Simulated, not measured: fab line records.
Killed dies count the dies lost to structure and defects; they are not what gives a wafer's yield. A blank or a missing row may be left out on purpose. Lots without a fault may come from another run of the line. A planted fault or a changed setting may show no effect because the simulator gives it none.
What tool caused it? :: flow gf180mcu :: 11 lots (33 wafers sampled), 1 step of a 602-step route

== WHAT EACH GAUGE READ, for each wafer ==
GF_MIM_THK_MEAS_06.
lot: L318
measured: day 24 11:43
on: filmMetro-01
MIM_CVD_05_THK (nm): 41.9 42.1 42.6

lot: L319
measured: day 24 18:47
on: filmMetro-02
MIM_CVD_05_THK (nm): 41.4 42.4 42.6

lot: L320
measured: day 24 23:34
on: filmMetro-01
MIM_CVD_05_THK (nm): 41.0 41.4 41.4

lot: L321
measured: day 25 04:58
on: filmMetro-02
MIM_CVD_05_THK (nm): 41.5 42.3 42.1

lot: L328
measured: day 28 02:16
on: filmMetro-03
MIM_CVD_05_THK (nm): 41.7 41.8 41.2

lot: L331
measured: day 28 15:45
on: filmMetro-03
MIM_CVD_05_THK (nm): 43.4 43.6 43.4

lot: L332
measured: day 29 02:29
on: filmMetro-03
MIM_CVD_05_THK (nm): 42.0 42.5 43.0

lot: L333
measured: day 29 09:04
on: filmMetro-03
MIM_CVD_05_THK (nm): 42.9 42.1 42.4

lot: L335
measured: day 29 16:47
on: filmMetro-02
MIM_CVD_05_THK (nm): 42.0 42.5 42.8

lot: L337
measured: day 30 09:04
on: filmMetro-03
MIM_CVD_05_THK (nm): 41.7 41.6 42.2

lot: L341
measured: day 31 14:19
on: filmMetro-02
MIM_CVD_05_THK (nm): 41.4 41.9 42.6

== WHICH TOOL RAN EACH LOT (tool, then ch and the chambers of the sampled wafers, then the start) ==
There is no process step in the record ahead of these readings.

== AS READ BY THE TOOLS THEMSELVES (means over the sampled wafers that have a number; for cases with no such wafer, the mark the record gives instead) ==
The record holds no such reading with a usual standard deviation.

== THE ANSWER, worked out from the rows above alone ==
Rule: what is usual is taken from the lots themselves. Put in order of their means at a reading, lots are off if they are a third of the lots or fewer, leave a main group of 4 or more, and stand apart from it by a gap of 3 or more times the standard deviation of the main group's means; of several such gaps the widest counts. Not used: any main group whose means are identical at the precision the tables above print for the reading. A lot without any number at a reading at which 4 lots or more have one is off too. The other lots that the step has rows for count as sound. After the gauges, taken in route order, come the tools' own readings; for these a lot's mean is taken, as printed above. The first step at which some lot is off is used, and at that step the reading that is off furthest; a lot without a number counts as furthest.
No lot is off on any of the readings shown, so nothing can be concluded from this.

== WHAT THE SIMULATOR HAD PUT IN ==
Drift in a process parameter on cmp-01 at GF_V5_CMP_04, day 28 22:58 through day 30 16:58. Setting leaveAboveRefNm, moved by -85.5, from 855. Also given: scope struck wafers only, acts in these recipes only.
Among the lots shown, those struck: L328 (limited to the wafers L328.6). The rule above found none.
